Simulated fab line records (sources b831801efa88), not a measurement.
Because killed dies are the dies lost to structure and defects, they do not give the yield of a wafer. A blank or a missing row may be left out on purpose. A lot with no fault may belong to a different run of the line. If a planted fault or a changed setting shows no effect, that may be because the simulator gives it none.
fab line records	flow sky130
[record] lots = 6	wafers = 18	lastDay = 50
route steps=708 shown GATE_OXIDE@187 POLY_GATE@204 RES_PROTECT@206 PAD_OPEN@708
lots that met no fault: from a run of the same line without faults
startH: start of the lot's first displayed wafer, in hours after the record's first day	waitH: hours elapsed since this lot's preceding step	" repeats the value in the row above	L1.1+2: several wafers, shown together as one row	- value missing, or start not given	* or withheld: withheld	< > ~ a bound
route shown NAME@n: NAME is a module with steps in the file, n the number in the route of the first one	usual: mean and standard deviation over wafers with no fault	same: alike in all rows	chamber/n: place in a boat	sites: the reading at each site	_std_site: the values' standard deviation	_edge_site: mean of outer sites minus mean of inner sites	radiusMm: how far each site lies from the wafer's centre	mask NAME#n: copy n	behind: the tool/chamber that last shaped the wafer	hold: why the lot went on hold/how many hours it stayed there/how the hold came to an end	device: the transistor (n, p or np) that didn't switch	end of line: tests run on the same wafers once the route is complete	a step given without rows: its recipe and nothing more	killed: count of dies lost to structure and defects at first sort (not the wafer's yield)	map: a wafer's dies, x killed, . not, _ none there
set.NAME: the setting that was run; set.NAME@STEP: the one run at that earlier step	model.NAME: the simulator's own value behind a step, which no gauge read
a table for each step, a row for each wafer; lots at some steps of the route
services: when a tool's chamber went out of use (startH, in hours from the record's first day, below 0 if earlier), for how many hours, and the reason
[[steps]]
[step SKY_GATE_OXIDE_CLEAN_00]
[recipe] chemistry = SC1/SC2	mix = 1:4:20	tempC = 70	timeS = 150	dry = n2Spin
[step SKY_GATE_OXIDE_OXIDATION_01]
[recipe] tempC = 900	ambient = O2	stabiliseS = 600	purgeS = 300	targetThkA = 102.68	oxTimeS = 1473
[step SKY_GATE_OXIDE_THK_MEAS_02]
[recipe] reads = SiO2_of_GATE_OXIDE_OXIDATION_01
[usual] GATE_OXIDE_OXIDATION_00_THK = 10.25/0.15
lot.wafer	tool	chamber	startH	waitH	GATE_OXIDE_OXIDATION_00_THK[nm]
L712.1	filmMetro-03	-	351.00	0.0	10.13
L712.2	"	-	"	"	10.13
L712.4	"	-	"	"	9.84
L716.3	filmMetro-01	-	369.00	0.0	10.27
L716.4	"	-	"	"	10.44
L716.6	"	-	"	"	10.33
L717.2	filmMetro-02	-	380.98	0.0	10.57
L717.4	"	-	"	"	10.55
L717.5	"	-	"	"	10.60
L721.3	filmMetro-03	-	407.73	0.0	10.25
L721.5	"	-	"	"	10.38
L721.6	"	-	"	"	10.25
L726.1	filmMetro-03	-	456.99	0.0	9.99
L726.5	"	-	"	"	10.19
L726.6	"	-	"	"	9.99
L729.1	filmMetro-03	-	474.10	0.0	10.32
L729.3	"	-	"	"	10.28
L729.4	"	-	"	"	10.32
[step SKY_GATE_OXIDE_DEHYDRATE_03]
[recipe] tempC = 200	timeS = 60
[step SKY_GATE_OXIDE_HMDS_04]
[recipe] primeTimeS = 60	primeTempC = 120
[step SKY_GATE_OXIDE_COAT_05]
[recipe] resist = NOVOLAK	spinRpm = 3000	resistThkNm = 1140
[step SKY_GATE_OXIDE_SOFTBAKE_06]
[recipe] tempC = 90	timeS = 60	resist = NOVOLAK
[step SKY_GATE_OXIDE_EXPOSE_07]
[recipe] maskId = LVOM	na = 0.6	sourceShape = conventional	sigmaOuter = 0.6	polarization = unpolarized	targetCdNm = 600	doseMj = 170
[step SKY_GATE_OXIDE_PEB_08]
[recipe] tempC = withheld	timeS = *	resist = NOVOLAK
[step SKY_GATE_OXIDE_DEVELOP_09]
[recipe] resist = NOVOLAK	developer = TMAH	developTimeS = 60	devTempC = 23
[step SKY_GATE_OXIDE_OVL_MEAS_10]
[usual] GATE_OXIDE_OVL = 1.4/1.4
lot.wafer	tool	chamber	startH	waitH	GATE_OXIDE_OVL[nm]
L712.1	overlay-02	-	378.62	0.1	1.3
L712.2	"	-	"	"	-0.6
L712.4	"	-	"	"	0.1
L716.3	overlay-02	-	396.64	0.1	0.3
L716.4	"	-	"	"	0.7
L716.6	"	-	"	"	1.4
L717.2	overlay-02	-	410.04	0.1	-0.4
L717.4	"	-	"	"	0.0
L717.5	"	-	"	"	0.1
L721.3	overlay-02	-	437.69	0.1	0.7
L721.5	"	-	"	"	2.0
L721.6	"	-	"	"	1.5
L726.1	overlay-02	-	487.28	0.1	2.1
L726.5	"	-	"	"	0.3
L726.6	"	-	"	"	1.2
L729.1	overlay-02	-	504.37	0.1	0.9
L729.3	"	-	"	"	-0.7
L729.4	"	-	"	"	0.0
[step SKY_GATE_OXIDE_IMPLANT_11]
[recipe] species = B	energyKev = 10	doseCm2 = 2.6e+12	tiltDeg = withheld
[step SKY_GATE_OXIDE_WET_ETCH_12]
[recipe] chemistry = dHF	targetDepthNm = 16.8	dry = n2Spin	target = SiO2	dilution = 100:1	tempC = 25	timeS = 336
lot.wafer	tool	chamber	startH	waitH
L712.1+2+4	wetBench-02	1	378.80	0.1
L716.3+4+6	wetBench-01	0	396.82	0.1
L717.2+4+5	wetBench-01	3	410.22	0.1
L721.3+5+6	wetBench-04	2	437.87	0.1
L726.1+5+6	wetBench-01	0	487.47	0.1
L729.1+3+4	wetBench-04	1	504.55	0.1
[step SKY_GATE_OXIDE_STRIP_13]
[recipe] chemistry = O2/N2	powerW = 1400	pressureMtorr = 1500	platenTempC = withheld	o2FlowSccm = 3000	n2FlowSccm = 300	overashFraction = 0.5
[usual] drypumpMotorCurrentA = 5.78/0.19	oesProductAu = 0.715/0.0046	stripTimeToEndpointS = 14.19/0.041
[same] overashFraction = 0.5
lot.wafer	tool	chamber	startH	waitH	drypumpMotorCurrentA	oesProductAu	rfHoursCounterH	stripTimeToEndpointS
L712.1	plasmaAsher-04	0	378.93	0.0	5.80	0.716	68	14.24
L712.2	"	1	"	"	6.16	0.717	68	14.20
L712.4	"	1	"	"	6.15	0.717	-	14.24
L716.3	plasmaAsher-02	0	396.96	0.0	5.56	0.716	-	14.18
L716.4	"	1	"	"	5.84	0.706	-	14.14
L716.6	"	0	"	"	5.62	0.708	-	14.21
L717.2	plasmaAsher-02	0	410.32	0.0	5.56	0.712	24	14.14
L717.4	"	1	"	"	5.85	0.718	-	14.20
L717.5	"	0	"	"	5.54	0.723	-	14.15
L721.3	plasmaAsher-02	1	438.00	0.0	5.86	0.720	-	14.22
L721.5	"	0	"	"	5.56	0.719	-	14.18
L721.6	"	1	"	"	5.88	0.720	-	14.18
L726.1	plasmaAsher-02	1	487.57	0.0	5.84	0.706	33	14.29
L726.5	"	0	"	"	5.57	0.710	-	14.22
L726.6	"	1	"	"	5.85	0.714	-	14.25
L729.1	plasmaAsher-02	1	504.66	0.0	5.87	0.715	35	14.19
L729.3	"	0	"	"	5.52	0.719	-	14.23
L729.4	"	1	"	"	5.90	0.701	-	14.20
[step SKY_GATE_OXIDE_TW_MEAS_14]
[usual] GATE_OXIDE_TW = 225.1/1.5
lot.wafer	tool	chamber	startH	waitH	GATE_OXIDE_TW
L712.1	filmMetro-03	-	379.03	0.1	227.5
L712.2	"	-	"	"	226.4
L712.4	"	-	"	"	226.4
L716.3	filmMetro-02	-	397.05	0.1	226.9
L716.4	"	-	"	"	225.7
L716.6	"	-	"	"	225.8
L717.2	filmMetro-03	-	410.43	0.1	224.2
L717.4	"	-	"	"	224.4
L717.5	"	-	"	"	224.9
L721.3	filmMetro-02	-	438.09	0.1	225.6
L721.5	"	-	"	"	228.2
L721.6	"	-	"	"	226.0
L726.1	filmMetro-02	-	487.67	0.1	224.3
L726.5	"	-	"	"	224.7
L726.6	"	-	"	"	224.8
L729.1	filmMetro-01	-	504.76	0.1	222.3
L729.3	"	-	"	"	222.6
L729.4	"	-	"	"	221.9
[step SKY_GATE_OXIDE_CLEAN_15]
[recipe] chemistry = SC1/SC2	mix = 1:4:20	tempC = 70	timeS = 150	dry = n2Spin
[step SKY_GATE_OXIDE_OXIDATION_16]
[recipe] tempC = 800	ambient = O2	idleTempC = 700	rampUpCPerMin = 10	rampDownCPerMin = 3	stabiliseS = 600	purgeS = 300	targetThkA = 35.7	oxTimeS = 1838
[step SKY_POLY_GATE_CVD_00]
[recipe] material = poly-Si	targetThkNm = 180	tempC = 620	timeS = 720	pressureMtorr = 200
[step SKY_POLY_GATE_THK_MEAS_01]
[recipe] reads = poly-Si_of_POLY_GATE_CVD_00
[usual] POLY_GATE_CVD_00_THK = 181.0/1.7
lot.wafer	tool	chamber	startH	waitH	POLY_GATE_CVD_00_THK[nm]
L712.1	filmMetro-02	-	382.31	0.0	183.4
L712.2	"	-	"	"	184.8
L712.4	"	-	"	"	183.6
L716.3	filmMetro-02	-	400.89	0.0	179.7
L716.4	"	-	"	"	180.4
L716.6	"	-	"	"	180.5
L717.2	filmMetro-02	-	414.24	0.0	178.5
L717.4	"	-	"	"	180.1
L717.5	"	-	"	"	179.9
L721.3	filmMetro-01	-	440.93	0.0	179.9
L721.5	"	-	"	"	179.9
L721.6	"	-	"	"	180.0
L726.1	filmMetro-04	-	490.51	0.0	182.9
L726.5	"	-	"	"	183.7
L726.6	"	-	"	"	182.2
L729.1	filmMetro-04	-	507.60	0.0	178.4
L729.3	"	-	"	"	178.2
L729.4	"	-	"	"	178.9
[step SKY_RES_PROTECT_DEHYDRATE_00]
[recipe] tempC = 200	timeS = 60
[step SKY_RES_PROTECT_HMDS_01]
[recipe] primeTimeS = 60	primeTempC = 120
[step SKY_RES_PROTECT_COAT_02]
[recipe] resist = NOVOLAK	spinRpm = 3000	resistThkNm = 1140
[step SKY_RES_PROTECT_SOFTBAKE_03]
[recipe] tempC = 90	timeS = 60	resist = NOVOLAK
[step SKY_RES_PROTECT_EXPOSE_04]
[recipe] maskId = RPM	na = 0.6	sourceShape = conventional	sigmaOuter = 0.6	polarization = unpolarized	targetCdNm = 1270	doseMj = 131
[step SKY_RES_PROTECT_PEB_05]
[recipe] tempC = withheld	timeS = *	resist = NOVOLAK
[step SKY_RES_PROTECT_DEVELOP_06]
[recipe] resist = NOVOLAK	developer = TMAH	developTimeS = 60	devTempC = 23
[step SKY_POLY_GATE_IMPLANT_02]
[recipe] species = P	energyKev = 30	doseCm2 = 7.7e+15	tiltDeg = 0
[step SKY_RES_PROTECT_STRIP_07]
[recipe] chemistry = O2/N2	powerW = 1400	pressureMtorr = 1500	platenTempC = withheld	o2FlowSccm = 3000	n2FlowSccm = 300	overashFraction = 0.5
[usual] drypumpMotorCurrentA = 5.63/0.22	oesProductAu = 0.518/0.0052	stripTimeToEndpointS = 23.31/0.048
[same] overashFraction = 0.5
lot.wafer	tool	chamber	startH	waitH	drypumpMotorCurrentA	oesProductAu	rfHoursCounterH	stripTimeToEndpointS
L712.1	plasmaAsher-01	0	410.72	0.1	5.72	0.517	62	23.25
L712.2	"	1	"	"	5.10	0.519	62	23.31
L712.4	"	1	"	"	5.14	0.510	-	23.32
L716.3	plasmaAsher-02	0	431.25	0.1	5.56	0.527	-	23.31
L716.4	"	1	"	"	5.86	0.523	-	23.26
L716.6	"	0	"	"	5.61	0.522	-	23.29
L717.2	plasmaAsher-02	0	445.27	0.1	5.54	0.517	28	23.27
L717.4	"	1	"	"	5.90	0.515	-	23.36
L717.5	"	0	"	"	5.56	0.518	-	23.32
L721.3	plasmaAsher-03	1	472.05	0.1	5.75	0.519	-	23.27
L721.5	"	0	"	"	5.61	0.520	-	23.32
L721.6	"	1	"	"	5.75	0.522	-	23.31
L726.1	plasmaAsher-03	1	519.97	0.1	5.75	0.513	6	23.31
L726.5	"	0	"	"	5.61	0.525	-	23.32
L726.6	"	1	"	"	5.76	0.521	-	23.30
L729.1	plasmaAsher-01	1	538.13	0.1	5.11	0.516	78	23.17
L729.3	"	0	"	"	5.70	0.529	-	23.25
L729.4	"	1	"	"	5.13	0.519	-	23.27
[step SKY_RES_PROTECT_TW_MEAS_08]
[usual] POLY_GATE_TW = 4041/36
lot.wafer	tool	chamber	startH	waitH	POLY_GATE_TW
L712.1	filmMetro-01	-	410.82	0.1	3988
L712.2	"	-	"	"	3986
L712.4	"	-	"	"	4000
L716.3	filmMetro-01	-	431.34	0.1	4025
L716.4	"	-	"	"	4029
L716.6	"	-	"	"	4002
L717.2	filmMetro-01	-	445.38	0.1	4024
L717.4	"	-	"	"	4004
L717.5	"	-	"	"	3987
L721.3	filmMetro-04	-	472.14	0.1	4024
L721.5	"	-	"	"	4027
L721.6	"	-	"	"	4008
L726.1	filmMetro-01	-	520.07	0.1	4012
L726.5	"	-	"	"	4027
L726.6	"	-	"	"	4029
L729.1	filmMetro-03	-	538.23	0.1	4099
L729.3	"	-	"	"	4079
L729.4	"	-	"	"	4097
[step SKY_RES_PROTECT_CLEAN_09]
[recipe] chemistry = SC1/SC2	mix = 1:4:20	tempC = 70	timeS = 150	dry = n2Spin
[step SKY_POLY_GATE_CVD_03]
[recipe] material = Si3N4	precursor = DCS/NH3	targetThkNm = 75	tempC = 770	timeS = 1290	pressureMtorr = 250
[step SKY_POLY_GATE_THK_MEAS_04]
[recipe] reads = Si3N4_of_POLY_GATE_CVD_03
[usual] POLY_GATE_CVD_03_THK = 75.1/0.71
lot.wafer	tool	chamber	startH	waitH	POLY_GATE_CVD_03_THK[nm]
L712.1	filmMetro-04	-	412.42	0.0	75.4
L712.2	"	-	"	"	75.7
L712.4	"	-	"	"	75.6
L716.3	filmMetro-01	-	433.59	0.0	73.6
L716.4	"	-	"	"	74.9
L716.6	"	-	"	"	74.3
L717.2	filmMetro-01	-	447.90	0.0	74.4
L717.4	"	-	"	"	74.5
L717.5	"	-	"	"	74.3
L721.3	filmMetro-01	-	474.29	0.0	75.1
L721.5	"	-	"	"	74.6
L721.6	"	-	"	"	74.7
L726.1	filmMetro-04	-	521.89	0.0	75.6
L726.5	"	-	"	"	74.9
L726.6	"	-	"	"	75.1
L729.1	filmMetro-04	-	539.69	0.0	76.0
L729.3	"	-	"	"	75.8
L729.4	"	-	"	"	75.7
[step SKY_POLY_GATE_DEHYDRATE_05]
[recipe] tempC = 200	timeS = 60
[step SKY_POLY_GATE_HMDS_06]
[recipe] primeTimeS = 60	primeTempC = 120
[step SKY_POLY_GATE_COAT_07]
[recipe] resist = BARC	tempC = withheld	timeS = withheld	spinRpm = 3000	resistThkNm = 110
[step SKY_POLY_GATE_COAT_08]
[recipe] resist = KrF-thick	spinRpm = 3000	resistThkNm = 450
[step SKY_POLY_GATE_SOFTBAKE_09]
[recipe] tempC = 100	timeS = 90	resist = KrF-thick
[step SKY_POLY_GATE_EXPOSE_10]
[recipe] maskId = P1M	na = 0.68	sourceShape = conventional	sigmaOuter = 0.6	targetCdNm = 150	doseMj = 28
[step SKY_POLY_GATE_PEB_11]
[recipe] pebTempC = withheld	pebTimeS = withheld	resist = KrF-thick
[step SKY_POLY_GATE_DEVELOP_12]
[recipe] developTimeS = 60	resist = KrF-thick	devTempC = 21
[step SKY_POLY_GATE_CD_MEAS_13]
[recipe] targetCdNm = 150
[usual] cdNm = 149.9/1.3
lot.wafer	tool	chamber	startH	waitH	cdNm
L712.1	cdSem-02	-	442.78	-	147.4
L712.2	"	-	"	"	149.2
L712.4	"	-	"	"	148.9
L716.3	cdSem-02	-	463.62	-	151.4
L716.4	"	-	"	"	151.4
L716.6	"	-	"	"	151.8
L717.2	cdSem-02	-	478.39	-	148.9
L717.4	"	-	"	"	149.9
L717.5	"	-	"	"	149.8
L721.3	cdSem-02	-	504.71	-	151.1
L721.5	"	-	"	"	149.9
L721.6	"	-	"	"	149.9
L726.1	cdSem-02	-	551.08	-	149.9
L726.5	"	-	"	"	149.9
L726.6	"	-	"	"	149.3
L729.1	cdSem-01	-	569.73	-	149.0
L729.3	"	-	"	"	149.2
L729.4	"	-	"	"	149.0
[step SKY_POLY_GATE_OVL_MEAS_14]
[usual] POLY_GATE_OVL = 3/4.5
lot.wafer	tool	chamber	startH	waitH	POLY_GATE_OVL[nm]
L712.1	overlay-01	-	442.90	0.1	4
L712.2	"	-	"	"	13
L712.4	"	-	"	"	6
L716.3	overlay-01	-	463.71	0.1	6
L716.4	"	-	"	"	6
L716.6	"	-	"	"	6
L717.2	overlay-01	-	478.49	0.1	10
L717.4	"	-	"	"	4
L717.5	"	-	"	"	5
L721.3	overlay-02	-	504.80	0.1	7
L721.5	"	-	"	"	9
L721.6	"	-	"	"	6
L726.1	overlay-02	-	551.20	0.1	7
L726.5	"	-	"	"	8
L726.6	"	-	"	"	8
L729.1	overlay-01	-	569.85	0.1	3
L729.3	"	-	"	"	2
L729.4	"	-	"	"	1
[step SKY_PAD_OPEN_PROBE_99]
[usual] killed_at_M0_to_M3 = 44/7.3	killed_at_M4_up = 3.4/1.7	killedAtContacts = 24/5.3	killedAtFrontEnd = 15/4.1	killedAtOther = 0.4/0.68	killedDies = 87/9.5	killedOpen = 48/7.1	killedShort = 39/5.8
[same] grossDies = 492	killedAtBackSide = 0
lot.wafer	tool	chamber	startH	waitH	killed_at_M0_to_M3	killed_at_M4_up	killedAtContacts	killedAtFrontEnd	killedAtOther	killedDies	killedOpen	killedShort
L712.1	prober-01	-	1123.84	0.1	49	1	39	8	2	99	55	42
L712.2	prober-01	-	1123.89	0.1	49	2	27	15	3	96	54	37
L712.4	prober-01	-	1123.99	0.2	45	3	30	20	0	98	53	45
L716.3	prober-02	-	1135.14	0.2	36	4	19	47	1	107	37	39
L716.4	prober-02	-	1135.19	0.2	32	2	21	40	0	95	39	28
L716.6	prober-02	-	1135.29	0.2	42	4	26	44	0	116	43	45
L717.2	prober-02	-	1144.39	0.1	37	3	27	67	1	135	37	44
L717.4	prober-02	-	1144.49	0.2	31	3	27	71	0	132	43	36
L717.5	prober-02	-	1144.54	0.2	38	6	19	64	0	127	39	39
L721.3	prober-01	-	1175.24	0.2	49	2	29	8	0	88	42	46
L721.5	prober-01	-	1175.34	0.2	42	5	19	10	0	76	43	33
L721.6	prober-01	-	1175.39	0.2	30	2	30	16	0	78	46	30
L726.1	prober-02	-	1190.39	0.1	47	2	19	15	0	83	46	36
L726.5	prober-02	-	1190.59	0.2	39	3	33	13	0	88	45	42
L726.6	prober-02	-	1190.64	0.2	40	5	24	11	0	80	46	34
L729.1	prober-01	-	1198.65	0.1	40	1	28	19	0	88	48	40
L729.3	prober-01	-	1198.75	0.2	38	2	32	5	0	77	46	31
L729.4	prober-01	-	1198.80	0.2	46	1	27	13	0	87	52	35
// killed by level:class
L712.1 CONTACT:geometricParticle:open=14 VIA1:geometricParticle:open=13 LI_CONTACT:geometricParticle:open=8 CONTACT:geometricParticle:short=7 VIA2:geometricParticle:open=7 LOCAL_INTERCONNECT:geometricParticle:short=5 VIA1:geometricParticle:short=5 METAL3:geometricParticle:short=5
L712.2 CONTACT:geometricParticle:open=11 VIA1:geometricParticle:open=11 VIA3:geometricParticle:open=9 METAL1:geometricParticle:short=7 POLY_GATE:geometricParticle:open=5 LI_CONTACT:geometricParticle:open=5 CONTACT:geometricParticle:short=5 VIA1:geometricParticle:short=5
L712.4 VIA1:geometricParticle:open=11 LOCAL_INTERCONNECT:geometricParticle:short=9 VIA3:geometricParticle:open=9 FIELD_ISO:geometricParticle:open=7 CONTACT:geometricParticle:open=7 LI_CONTACT:geometricParticle:open=6 POLY_GATE:geometricParticle:short=5 LI_CONTACT:geometricParticle:short=5
L716.3 GATE_OXIDE:unspecified=31 VIA3:geometricParticle:open=7 METAL2:geometricParticle:short=6 FIELD_ISO:geometricParticle:short=5 LI_CONTACT:geometricParticle:open=5 CONTACT:geometricParticle:short=4 CONTACT:geometricParticle:open=4 VIA1:geometricParticle:open=4
L716.4 GATE_OXIDE:unspecified=28 VIA1:geometricParticle:open=12 CONTACT:geometricParticle:open=8 FIELD_ISO:geometricParticle:open=5 LI_CONTACT:geometricParticle:open=4 CONTACT:geometricParticle:short=4 METAL1:geometricParticle:short=4 POLY_GATE:geometricParticle:short=3
L716.6 GATE_OXIDE:unspecified=28 VIA1:geometricParticle:open=13 LOCAL_INTERCONNECT:geometricParticle:short=9 LI_CONTACT:geometricParticle:open=6 CONTACT:geometricParticle:short=5 CONTACT:geometricParticle:open=5 VIA2:geometricParticle:open=5 METAL1:geometricParticle:short=5
L717.2 GATE_OXIDE:unspecified=53 CONTACT:geometricParticle:open=9 LOCAL_INTERCONNECT:geometricParticle:short=7 CONTACT:geometricParticle:short=6 VIA1:geometricParticle:open=6 VIA2:geometricParticle:short=6 VIA3:geometricParticle:open=5 FIELD_ISO:geometricParticle:open=5
L717.4 GATE_OXIDE:unspecified=53 CONTACT:geometricParticle:open=8 LI_CONTACT:geometricParticle:open=6 VIA3:geometricParticle:open=6 POLY_GATE:geometricParticle:open=5 METAL2:geometricParticle:short=5 CONTACT:geometricParticle:short=5 VIA1:geometricParticle:open=5
L717.5 GATE_OXIDE:unspecified=49 CONTACT:geometricParticle:open=9 VIA1:geometricParticle:open=9 POLY_GATE:geometricParticle:short=6 VIA3:geometricParticle:open=6 VIA2:geometricParticle:short=5 FIELD_ISO:geometricParticle:short=4 VIA2:geometricParticle:open=4
L721.3 VIA1:geometricParticle:open=11 METAL1:geometricParticle:short=8 CONTACT:geometricParticle:open=8 LOCAL_INTERCONNECT:geometricParticle:short=7 VIA3:geometricParticle:open=7 LI_CONTACT:geometricParticle:open=6 CONTACT:geometricParticle:short=6 VIA2:geometricParticle:open=6
L721.5 VIA1:geometricParticle:open=9 VIA3:geometricParticle:open=8 LI_CONTACT:geometricParticle:open=7 VIA2:geometricParticle:open=7 CONTACT:geometricParticle:open=5 VIA3:geometricParticle:short=5 LOCAL_INTERCONNECT:geometricParticle:short=4 FIELD_ISO:geometricParticle:short=3
L721.6 CONTACT:geometricParticle:open=11 LI_CONTACT:geometricParticle:open=8 VIA1:geometricParticle:open=8 VIA3:geometricParticle:open=6 FIELD_ISO:geometricParticle:short=4 VIA1:geometricParticle:short=4 VIA2:geometricParticle:open=4 VIA2:geometricParticle:short=3
L726.1 VIA1:geometricParticle:open=10 VIA3:geometricParticle:open=9 METAL1:geometricParticle:short=6 VIA2:geometricParticle:open=6 LI_CONTACT:geometricParticle:short=5 CONTACT:geometricParticle:open=5 METAL2:geometricParticle:short=5 FIELD_ISO:geometricParticle:short=4
L726.5 CONTACT:geometricParticle:open=11 VIA1:geometricParticle:open=9 LOCAL_INTERCONNECT:geometricParticle:short=7 VIA3:geometricParticle:open=7 LI_CONTACT:geometricParticle:open=6 METAL1:geometricParticle:short=5 CONTACT:geometricParticle:short=5 VIA3:geometricParticle:short=4
L726.6 VIA1:geometricParticle:open=10 CONTACT:geometricParticle:open=8 LI_CONTACT:geometricParticle:open=7 VIA2:geometricParticle:open=7 VIA4:geometricParticle:open=5 VIA2:geometricParticle:short=5 FIELD_ISO:geometricParticle:short=4 FIELD_ISO:geometricParticle:open=4
L729.1 VIA1:geometricParticle:open=15 LI_CONTACT:geometricParticle:open=7 FIELD_ISO:geometricParticle:short=6 POLY_GATE:geometricParticle:open=6 CONTACT:geometricParticle:open=6 CONTACT:geometricParticle:short=6 VIA2:geometricParticle:open=5 POLY_GATE:geometricParticle:short=4
L729.3 LI_CONTACT:geometricParticle:open=15 VIA1:geometricParticle:open=12 VIA2:geometricParticle:open=7 VIA3:geometricParticle:open=6 LOCAL_INTERCONNECT:geometricParticle:short=5 CONTACT:geometricParticle:short=5 VIA1:geometricParticle:short=4 LI_CONTACT:geometricParticle:short=3
L729.4 VIA1:geometricParticle:open=12 CONTACT:geometricParticle:open=11 METAL2:geometricParticle:short=7 FIELD_ISO:geometricParticle:open=6 LI_CONTACT:geometricParticle:open=6 CONTACT:geometricParticle:short=5 VIA1:geometricParticle:short=4 VIA2:geometricParticle:open=4
// map L716.6 (x killed, . not)
__________.x.....xxx_________
________.........x.xxx_______
______..........x.x.xxxx_____
_____.........xx.x..xxxxx____
____.............x..xxxxxx___
___........xx.x.x.xx.xxxxxx__
__x..x.x.x.......x...x.....x_
_....xxxx..x........x........
_.x......x..xx........xxxx...
_.....x..x..x....x........xx.
_....x......x......xx........
_x....x.xx.x.x.............x.
_.x......x...................
_......xx.........xx.x....xxx
_x..xx...x............x......
__...xx..xx.x..............._
___x.......x........x......__
____............x.........___
_____.x...x.x...x...xxx..____
______.x................_____
________.x....x....xx._______
__________........x._________
// map L717.2 (x killed, . not)
__________...x......_________
________.......x...x.._______
______x...xx....x..x...._____
_____..x.........x.......____
____.........x............___
___x......xx.x..x.....xx...__
__x............xx..........._
_......x.xx.xxxxx............
_...x...x........xx..x..x..x.
_...xx.x.........x........x..
_x..x.x..........x..x.xx.....
_..................x.x.......
_.....x.........x...x..x.x.x.
_......x.............x..xx...
_x.x..x...x.x................
__.......xxx.x.x.xxxxx......_
___xx....x.xx..xxxxxxxxx...__
____x...........xxxxxxxx..___
_____.....xxx.xxxxxxxxxxx____
______....x.x...xxxxxxxx_____
________...x.x.xxxxxxx_______
__________......xxxx_________
[[services]]
tool	chamber	startH	hours	kind
wetBench-04	-	362.37	1.8	repair
wetBench-02	-	363.02	7.7	repair
plasmaAsher-02	-	376.71	1.2	repair
plasmaAsher-01	-	401.66	2.2	repair
plasmaAsher-03	-	421.25	9.0	pm
plasmaAsher-03	0	421.25	9.0	ventCycle
plasmaAsher-03	1	421.25	9.0	ventCycle
plasmaAsher-03	0	430.25	-	clean
plasmaAsher-03	1	430.25	-	clean
wetBench-01	-	431.43	1.9	pm
plasmaAsher-03	-	437.93	28.1	pm
wetBench-02	-	443.76	4.1	repair
plasmaAsher-04	-	443.83	16.5	repair
plasmaAsher-04	-	448.47	1.4	repair
plasmaAsher-04	-	452.09	12.5	repair
plasmaAsher-02	-	456.51	1.2	repair
plasmaAsher-02	-	469.28	0.7	repair
plasmaAsher-02	-	512.50	2.8	pm
plasmaAsher-04	-	523.82	28.1	pm
[[key]]
[firstSign] step = SKY_PAD_OPEN_PROBE_99	reading = killedAtFrontEnd	direction = up	sigmas = 10	usual = 15	struck = 56
[effect] step = SKY_PAD_OPEN_PROBE_99	reading = killedDies	direction = up	sigmas = 3.3	usual = 87	struck = 119
metAt SKY_GATE_OXIDE_WET_ETCH_12
struckWafers L716.3,L716.4,L716.6,L717.2,L717.4,L717.5
testerLeftOut L716,L717
alsoFits SKY_RES_PROTECT_STRIP_07:plasmaAsher-02
[fault] kind = chamberParticleSource	tool = wetBench-01	chamber = -	onsetH = 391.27	steps = SKY_GATE_OXIDE_WET_ETCH_12	ratePerVisitCm2 = 1.7553	endH = 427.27
// testerLeftOut: of these lots the tester's yield and bins aren't shown, on N5 and GAA mostly nor the transistor test; their killed dies are dies lost to structure and defects alone, not to doping, threshold or leakage, so they don't give the yield
